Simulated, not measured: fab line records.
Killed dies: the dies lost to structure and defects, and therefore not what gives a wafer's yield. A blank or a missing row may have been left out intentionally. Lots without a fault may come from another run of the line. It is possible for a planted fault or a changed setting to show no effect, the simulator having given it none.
Which tool is to blame? | flow sky130 | 36 wafers sampled from 12 lots at 1 step of a route of 708

## WHAT THE GAUGES SHOWED, per wafer
SKY_LDD_LDN_OVL_MEAS_07.
lot  | measured     | on         | LDD_LDN_OVL (nm)
L075 | day 23 15:25 | overlay-02 | 2.3 0.8 0.4
L077 | day 23 23:06 | overlay-01 | 0.1 -0.4 2.3
L080 | day 25 03:31 | overlay-01 | -0.1 1.0 -0.5
L081 | day 25 09:02 | overlay-02 | 1.6 1.9 1.3
L083 | day 26 04:07 | overlay-02 | 1.2 2.5 0.6
L085 | day 27 07:58 | overlay-01 | 0.1 0.7 1.1
L087 | day 27 21:16 | overlay-01 | 2.1 1.8 1.4
L089 | day 28 04:49 | overlay-02 | -0.1 0.6 -1.7
L091 | day 28 20:04 | overlay-02 | 0.1 1.1 0.1
L093 | day 29 18:17 | overlay-02 | 1.1 0.7 1.0
L095 | day 29 21:52 | overlay-02 | 0.3 -0.1 1.6
L097 | day 30 22:12 | overlay-02 | -0.4 -0.2 -1.4

## TOOL THAT RAN EACH LOT (tool first, then ch and the chambers of the sampled wafers, then the start)
Record: no process step prior to these readings.

## THE ANSWER, worked out from the rows above alone
Rule: usual is defined by the lots themselves. Put in order of their means at a reading, lots are off if they are a third of the lots or fewer, leave a main group of 4 or more, and stand apart from it by a gap of 3 or more times the standard deviation of the main group's means; of several such gaps the widest counts. The tables above print the reading to a certain number of digits; a main group whose means all agree to those digits is not used. Also off: a lot with no number at a reading for which 4 or more lots have one. Any other lot the step has rows for is counted as sound.
No lot is off on any of the readings shown, so nothing can be concluded from this.

## WHAT THE SIMULATOR HAD INSERTED
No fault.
